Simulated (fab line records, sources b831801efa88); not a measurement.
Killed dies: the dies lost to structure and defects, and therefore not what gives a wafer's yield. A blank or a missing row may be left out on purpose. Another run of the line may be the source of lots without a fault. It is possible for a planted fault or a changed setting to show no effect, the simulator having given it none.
Comparing a struck lot with a sound one || flow sky130 || 15 out of 708 route steps
Sound: these wafers, L930.2, L930.5, L930.6. Wafers L940.1, L940.2, L940.4 were the ones struck. Last of all comes the cause.
At each step with rows: each side's tool, then ch and its chambers, then its first start. Under that, the readings that differ: sound wafers || struck wafers || difference of the means || sigmas: that difference in standard deviations of wafers without a fault.
alike: words and numbers the same on both sides, and readings whose means are apart by under 2 such deviations; not compared: readings that were withheld, readings missing a value for some wafer, numbers with overlapping values and no deviation given by the record, and bounds like >300 which may hide the same value.
Wherever a step has rows on one side only, a row that says differs or no value, or a row with sigmas, the two part there. Numbers that don't overlap but have no deviation are shown without sigmas and don't part them. Lack of a reading on every wafer of one side parts them only where that side has two or more wafers.

first, 4 steps without rows for these wafers: SKY_RES_XHIGH_EXPOSE_04 (exposes mask URPM, target cd 1270 nm); SKY_RES_XHIGH_PEB_05; SKY_RES_XHIGH_DEVELOP_06 (develop time 60 s); SKY_RES_XHIGH_IMPLANT_07.
SKY_RES_XHIGH_STRIP_08: strips in O2/N2.
  sound on plasma_asher-01 ch 0,1, day 30 17:24; struck on plasma_asher-01 ch 0,1, day 33 13:53
  alike: drypump_motor_current_A, n2_flow_sccm, oes_product_au, strip_time_to_endpoint_s
  not compared: rf_hours_counter_h
SKY_RES_XHIGH_TW_MEAS_09:
  sound on film_metro-02, day 30 17:31; struck on film_metro-04, day 33 13:59
{"reading": "RES_XHIGH_TW", "sound": "1624 1625 1628", "struck": "1657 1653 1665", "difference": "+33", "sigmas": "+2"}
then, 3 steps without rows for these wafers: SKY_SD_N_DEHYDRATE_00 (time 60 s); SKY_SD_N_HMDS_01 (prime time 60 s); SKY_SD_N_COAT_02 (resist thk 1140 nm).
SKY_SD_N_SOFTBAKE_03: time 61.49 s.
  sound on litho_track-03 ch 0, day 31 06:59; struck on litho_track-03 ch 0, day 34 03:09
{"reading": "plate_sensor_t_centre_C (C)", "sound": "90.769 90.787 90.771", "struck": "90.740 90.742 90.759", "difference": -0.029, "sigmas": -3}
  alike: plate_sensor_t_edge_C
then, 2 steps without rows for these wafers: SKY_SD_N_EXPOSE_04 (exposes mask NSDM, target cd 380 nm); SKY_SD_N_PEB_05.
SKY_SD_N_DEVELOP_06: develop time 60 s.
  sound on litho_track-04 ch 0, day 31 20:47; struck on litho_track-04 ch 0, day 34 15:43
SKY_SD_N_CD_MEAS_07 targets a cd of 380 nm.
  sound on cd_sem-01, day 31 20:56; struck on cd_sem-02, day 34 16:10
{"reading": "cd_nm (nm)", "sound": "377.6 379.7 379.8", "struck": "233.9 233.3 232.5", "difference": -145.8, "sigmas": -61}
  not compared: hold
SKY_PAD_OPEN_PROBE_99:
  sound wafers here have rows in the record (prober-02, day 48 13:53); struck ones have none

WHERE THEY PART
At SKY_RES_XHIGH_TW_MEAS_09 first; at SKY_PAD_OPEN_PROBE_99 last (within this record only).

WHY: what the simulator had put in
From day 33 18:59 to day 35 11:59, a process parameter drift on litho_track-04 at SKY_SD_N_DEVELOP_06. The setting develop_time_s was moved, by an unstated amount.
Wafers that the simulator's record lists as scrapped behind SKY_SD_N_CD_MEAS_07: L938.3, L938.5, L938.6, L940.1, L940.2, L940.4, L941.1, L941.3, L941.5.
